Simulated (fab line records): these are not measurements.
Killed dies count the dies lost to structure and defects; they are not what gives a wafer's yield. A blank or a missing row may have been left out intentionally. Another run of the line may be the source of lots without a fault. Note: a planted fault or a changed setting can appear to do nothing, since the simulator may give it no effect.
Matching of chambers -- flow gf180mcu -- cmp-02 running GF_V1_CMP_26: 4 sister chambers
The step polishes, stops on SiO2, t overpolish 15 s, target thk 0 nm. 4 wafers are shown with their chamber, then 7 later ones without.

## WAFERS PAIRED WITH THEIR CHAMBERS
wafer,chamber,motor_current_A (A)
L479.3,0,11.1
L486.3,3,10.2
L493.1,1,11.3
L493.2,2,13.3

## WAFERS WITHOUT THEIR CHAMBER
wafer,motor_current_A (A)
L493.3,11.2
L495.1,9.8
L495.2,10.8
L495.5,10.6
L496.2,13.0
L496.4,11.0
L496.5,9.8

## THE CHAMBER EACH PASSED THROUGH
wafer,from the rows above,in truth
L493.3,can't be placed: 0 or 1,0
L495.1,3,3
L495.2,can't be placed: 0 or 1 or 3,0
L495.5,can't be placed: 3 or 0 or 1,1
L496.2,2,2
L496.4,can't be placed: 0 or 1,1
L496.5,3,3
Correct placement for 3 of the 7. Can't be placed from these rows: 4 (the true chamber is among the candidates in 4). Wrongly placed: 0.
How it was worked out, from the rows above alone: a wafer's distance from a chamber is the root of the sum, over the readings, of the square of ((its reading less the chamber's mean) divided by the reading's scatter). If the next closest chamber is less than 2 further off than the closest, the wafer can't be placed; otherwise it belongs to the closest. A chamber's mean is the mean of its shown wafers. The scatter: with one shown wafer a chamber, the root of the mean of the squares of how far each hidden wafer lies from its nearest shown one.
